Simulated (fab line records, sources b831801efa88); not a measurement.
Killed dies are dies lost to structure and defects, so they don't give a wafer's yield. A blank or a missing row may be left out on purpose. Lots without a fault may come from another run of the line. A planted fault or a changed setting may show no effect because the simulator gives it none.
Which tool did it? | flow gf180mcu | 6 lots, 18 wafers sampled, at 2 steps of a route of 602

WHAT THE GAUGES READ, wafer by wafer
GF_V4_OVL_MEAS_15.
lot  | measured     | on         | V4_OVL (nm)
L505 | day 24 20:04 | overlay-02 | 5 10 7
L507 | day 25 06:50 | overlay-02 | -12 -9 -14
L510 | day 26 13:25 | overlay-02 | 2 0 4
L513 | day 27 11:18 | overlay-02 | 0 -2 6
L515 | day 27 21:50 | overlay-01 | -5 -1 -5
L521 | day 29 17:19 | overlay-02 | 2 5 2

WHICH TOOL RAN EACH LOT (tool, then ch and the chambers of the sampled wafers, then the start)
lot  | GF_M4_SPUTTER_04
L505 | pvd_sputter-04, day 22 23:32
L507 | pvd_sputter-04, day 23 10:03
L510 | pvd_sputter-04, day 24 16:41
L513 | pvd_sputter-04, day 25 15:41
L515 | pvd_sputter-04, day 26 03:28
L521 | pvd_sputter-04, day 28 01:04
- GF_M4_SPUTTER_04: material TiN, target thk 50 nm, time 41.7 s.

THE ANSWER, worked out from the rows above alone
Rule: what is usual is taken from the lots themselves. Put in order of their means at a reading, lots are off if they are a third of the lots or fewer, leave a main group of 4 or more, and stand apart from it by a gap of 3 or more times the standard deviation of the main group's means; of several such gaps the widest counts. A main group whose means are all the same, to the digits that the tables above print for the reading, isn't used. A lot without any number at a reading at which 4 lots or more have one is off too. The other lots that the step has rows for count as sound.
No lot is off at any reading shown: from this, nothing can be told.

WHAT THE SIMULATOR HAD PUT IN
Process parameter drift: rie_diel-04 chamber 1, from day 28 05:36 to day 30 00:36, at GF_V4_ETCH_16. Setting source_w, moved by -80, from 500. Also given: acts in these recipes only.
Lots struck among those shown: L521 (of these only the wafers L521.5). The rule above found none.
